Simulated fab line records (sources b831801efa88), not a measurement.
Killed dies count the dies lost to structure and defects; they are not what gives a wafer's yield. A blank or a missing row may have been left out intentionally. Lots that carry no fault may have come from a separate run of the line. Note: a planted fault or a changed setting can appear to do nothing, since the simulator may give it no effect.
Matching of chambers + flow sky130 + 4 sister chambers for SKY_VIA2_ETCH_15 on rieDiel-03
The step etches SiO2 in C4F8/O2/Ar, stops on TiN, target depth 546 nm, time 84 s. 4 wafers are shown with their chamber, then 8 later ones without.

== WAFERS, EACH WITH ITS CHAMBER ==
| wafer  | chamber | oesProductAu (a.u.) |
|--------|---------|---------------------|
| L082.3 | 3       | 0.941               |
| L086.1 | 1       | 0.941               |
| L086.6 | 0       | 0.939               |
| L087.2 | 2       | 0.942               |

== WAFERS WITHOUT THEIR CHAMBER ==
| wafer  | oesProductAu (a.u.) |
|--------|---------------------|
| L087.4 | 0.942               |
| L087.5 | 0.942               |
| L088.1 | 0.937               |
| L088.3 | 0.948               |
| L088.6 | 0.941               |
| L095.1 | 0.941               |
| L095.3 | 0.938               |
| L095.6 | 0.942               |

== WHICH CHAMBER EACH ONE RAN IN ==
| wafer  | from the rows above               | in truth |
|--------|-----------------------------------|----------|
| L087.4 | can't be placed: 2 or 1 or 3 or 0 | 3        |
| L087.5 | can't be placed: 2 or 1 or 3 or 0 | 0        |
| L088.1 | can't be placed: 0 or 1 or 3 or 2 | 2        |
| L088.3 | can't be placed: 2 or 1 or 3 or 0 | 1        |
| L088.6 | can't be placed: 1 or 3 or 2 or 0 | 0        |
| L095.1 | can't be placed: 1 or 3 or 2 or 0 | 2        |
| L095.3 | can't be placed: 0 or 1 or 3 or 2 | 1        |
| L095.6 | can't be placed: 2 or 1 or 3 or 0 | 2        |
Correct placement for 0 of the 8. These rows do not allow placing 8 (true chamber among the candidates in 8). Wrongly placed: 0.
How it was worked out, from the rows above alone: a wafer's distance from a chamber is the root of the sum, over the readings, of the square of ((its reading less the chamber's mean) divided by the reading's scatter). If the next closest chamber is less than 2 further off than the closest, the wafer can't be placed; otherwise it belongs to the closest. For every chamber, the mean is computed from those of its wafers that are shown. The scatter: with one shown wafer a chamber, the root of the mean of the squares of how far each hidden wafer lies from its nearest shown one.
